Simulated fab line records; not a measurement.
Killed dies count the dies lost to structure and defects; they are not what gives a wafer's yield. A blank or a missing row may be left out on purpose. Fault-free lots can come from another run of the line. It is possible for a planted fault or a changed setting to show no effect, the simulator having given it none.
Which of the tools did it? ; flow sky130 ; Sampling: 11 lots, 33 wafers, 6 of 708 route steps

WHAT THE GAUGES READ, wafer by wafer
SKY_RES_PROTECT_TW_MEAS_08.
lot;measured;on;POLY_GATE_TW
L110;day 15 00:55;film-metro-02;4067 4058 4069
L112;day 15 14:56;film-metro-03;3991 4010 4039
L113;day 16 08:17;film-metro-04;3986 4016 3990
L118;day 18 02:22;film-metro-03;3633 3637 3637
L120;day 18 18:14;film-metro-03;3641 3624 3649
L127;day 21 07:29;film-metro-03;4005 3995 3989
L128;day 21 15:08;film-metro-04;4001 4024 4013
L130;day 22 10:25;film-metro-04;4021 4012 4030
L131;day 22 12:36;film-metro-02;4039 4026 4057
L132;day 23 02:14;film-metro-04;4024 4049 4051
L133;day 23 07:50;film-metro-04;4033 4020 4054

SKY_LDD_P_CD_MEAS_07: the cd target is 380 nm.
lot;measured;on;cd-nm (nm)
L110;day 18 19:47;cd-sem-02;377.7 380.8 376.0
L112;day 19 13:01;cd-sem-01;376.7 377.6 378.3
L113;day 20 09:08;cd-sem-02;375.0 375.1 376.1
L118;day 22 04:26;cd-sem-02;384.4 383.6 380.1
L120;day 22 23:45;cd-sem-02;383.0 384.7 383.5
L127;day 25 08:13;cd-sem-01;379.5 380.0 380.4
L128;day 25 15:09;cd-sem-01;382.6 382.6 383.7
L130;day 26 07:58;cd-sem-02;381.0 379.6 382.2
L131;day 26 14:46;cd-sem-01;379.1 377.6 378.1
L132;day 27 01:41;cd-sem-02;379.2 379.2 379.5
L133;day 27 05:41;cd-sem-02;378.2 377.6 380.3

SKY_SD_P_CD_MEAS_07: the cd target is 380 nm.
lot;measured;on;cd-nm (nm)
L110;day 25 08:28;cd-sem-01;380.4 377.3 376.6
L112;day 26 02:31;cd-sem-01;377.4 377.5 378.5
L113;day 26 20:20;cd-sem-01;381.9 380.6 382.7
L118;day 28 12:13;cd-sem-02;381.6 380.9 381.6
L120;day 29 04:57;cd-sem-02;378.1 376.7 380.8
L127;day 31 09:19;cd-sem-01;378.2 378.8 380.1
L128;day 31 15:05;cd-sem-02;381.7 381.3 381.2
L130;day 32 07:10;cd-sem-01;379.4 378.6 378.8
L131;day 32 14:43;cd-sem-01;374.9 375.1 377.5
L132;day 32 22:02;cd-sem-02;378.5 379.2 382.2
L133;day 33 02:46;cd-sem-02;383.0 378.9 381.4

WHICH TOOL RAN EACH LOT (tool, then ch and the chambers of the sampled wafers, then the start)
lot;SKY_POLY_GATE_IMPLANT_02;SKY_RES_PROTECT_STRIP_07;SKY_LDD_LDN_STRIP_12
L110;implanter-01 ch 0, day 15 00:40;plasma-asher-02 ch 0,1, day 15 00:49;plasma-asher-01 ch 0,1, day 22 18:28
L112;implanter-02 ch 0, day 15 14:43;plasma-asher-03 ch 0,1, day 15 14:51;plasma-asher-01 ch 0,1, day 23 11:41
L113;implanter-01 ch 0, day 16 08:03;plasma-asher-02 ch 1, day 16 08:11;plasma-asher-01 ch 0,1, day 24 06:43
L118;implanter-02 ch 0, day 18 02:07;plasma-asher-02 ch 0,1, day 18 02:16;plasma-asher-02 ch 0,1, day 25 23:31
L120;implanter-02 ch 0, day 18 17:59;plasma-asher-02 ch 0,1, day 18 18:07;plasma-asher-04 ch 0,1, day 26 18:07
L127;implanter-02 ch 0, day 21 07:16;plasma-asher-03 ch 0,1, day 21 07:24;plasma-asher-02 ch 0,1, day 29 00:12
L128;implanter-02 ch 0, day 21 14:53;plasma-asher-04 ch 0,1, day 21 15:01;plasma-asher-01 ch 0,1, day 29 06:09
L130;implanter-03 ch 0, day 22 10:10;plasma-asher-04 ch 0,1, day 22 10:19;plasma-asher-02 ch 1, day 29 22:31
L131;implanter-02 ch 0, day 22 12:23;plasma-asher-02 ch 0,1, day 22 12:31;plasma-asher-01 ch 0,1, day 30 05:11
L132;implanter-02 ch 0, day 23 01:59;plasma-asher-03 ch 0,1, day 23 02:07;plasma-asher-01 ch 0,1, day 30 13:56
L133;implanter-02 ch 0, day 23 07:35;plasma-asher-03 ch 0,1, day 23 07:44;plasma-asher-01 ch 0,1, day 30 19:28
- SKY_POLY_GATE_IMPLANT_02
- SKY_RES_PROTECT_STRIP_07: strips in O2/N2.
- SKY_LDD_LDN_STRIP_12: strips in O2/N2.

WHAT THE TOOLS THEMSELVES READ (means of the sampled wafers that have a number; where no wafer has one, the mark that the record gives instead)
SKY_POLY_GATE_IMPLANT_02.
lot;tool;beam-on-s (s);dose-ions-cm2;end-station-pressure-torr (Torr)
L110;implanter-01;37;7.7e+15;1.07e-05
L112;implanter-02;29;7.7e+15;1.26e-05
L113;implanter-01;36;7.7e+15;9.93e-06
L118;implanter-02;11;2.8e+15;1.71e-05
L120;implanter-02;11;2.8e+15;1.65e-05
L127;implanter-02;29;7.7e+15;1.30e-05
L128;implanter-02;29;7.7e+15;1.33e-05
L130;implanter-03;42;7.7e+15;9.30e-06
L131;implanter-02;28;7.7e+15;1.35e-05
L132;implanter-02;29;7.7e+15;1.29e-05
L133;implanter-02;29;7.7e+15;1.36e-05

SKY_RES_PROTECT_STRIP_07.
lot;tool;drypump-motor-current-A (A);oes-product-au (a.u.);strip-time-to-endpoint-s (s)
L110;plasma-asher-02;6.2;0.519;23.28
L112;plasma-asher-03;5.7;0.517;23.25
L113;plasma-asher-02;5.8;0.521;23.27
L118;plasma-asher-02;6.0;0.579;19.36
L120;plasma-asher-02;6.2;0.578;19.35
L127;plasma-asher-03;6.0;0.514;23.30
L128;plasma-asher-04;5.6;0.512;23.27
L130;plasma-asher-04;5.7;0.522;23.41
L131;plasma-asher-02;6.2;0.519;23.32
L132;plasma-asher-03;5.7;0.517;23.33
L133;plasma-asher-03;5.7;0.517;23.24

SKY_LDD_LDN_STRIP_12.
lot;tool;drypump-motor-current-A (A);oes-product-au (a.u.);strip-time-to-endpoint-s (s)
L110;plasma-asher-01;5.4;0.715;14.27
L112;plasma-asher-01;5.2;0.714;14.21
L113;plasma-asher-01;5.4;0.716;14.20
L118;plasma-asher-02;6.2;0.713;14.18
L120;plasma-asher-04;5.5;0.712;14.21
L127;plasma-asher-02;6.0;0.715;14.21
L128;plasma-asher-01;5.3;0.713;14.17
L130;plasma-asher-02;5.8;0.718;14.20
L131;plasma-asher-01;5.2;0.714;14.17
L132;plasma-asher-01;5.5;0.714;14.21
L133;plasma-asher-01;5.4;0.718;14.21

THE ANSWER, worked out from the rows above alone
Rule: the lots themselves supply what counts as usual. Put in order of their means at a reading, lots are off if they are a third of the lots or fewer, leave a main group of 4 or more, and stand apart from it by a gap of 3 or more times the standard deviation of the main group's means; of several such gaps the widest counts. If all means in a main group match to the digits the tables above print for the reading, that group is not used. Also off: a lot with no number at a reading for which 4 or more lots have one. The other lots that the step has rows for count as sound. The gauges are gone through in route order, then the tools' own readings, and for those a lot's mean is taken as printed above. At the first step where some lot is off, the reading lying furthest off is the one used; lots without a number count as furthest.
Off: at SKY_RES_PROTECT_TW_MEAS_08 (POLY_GATE_TW), L118, L120. Main group: mean 4025, sd 21.
A tool fits if, at a process step before that reading, it ran every lot that is off, and no sound lot after the first of them. Not tried: the gauges at SKY_RES_PROTECT_TW_MEAS_08; whatever is off there is also off at SKY_POLY_GATE_IMPLANT_02, on other tools, and gauge error can't account for it. No candidate that was tried fits.

WHAT HAD BEEN PUT IN BY THE SIMULATOR
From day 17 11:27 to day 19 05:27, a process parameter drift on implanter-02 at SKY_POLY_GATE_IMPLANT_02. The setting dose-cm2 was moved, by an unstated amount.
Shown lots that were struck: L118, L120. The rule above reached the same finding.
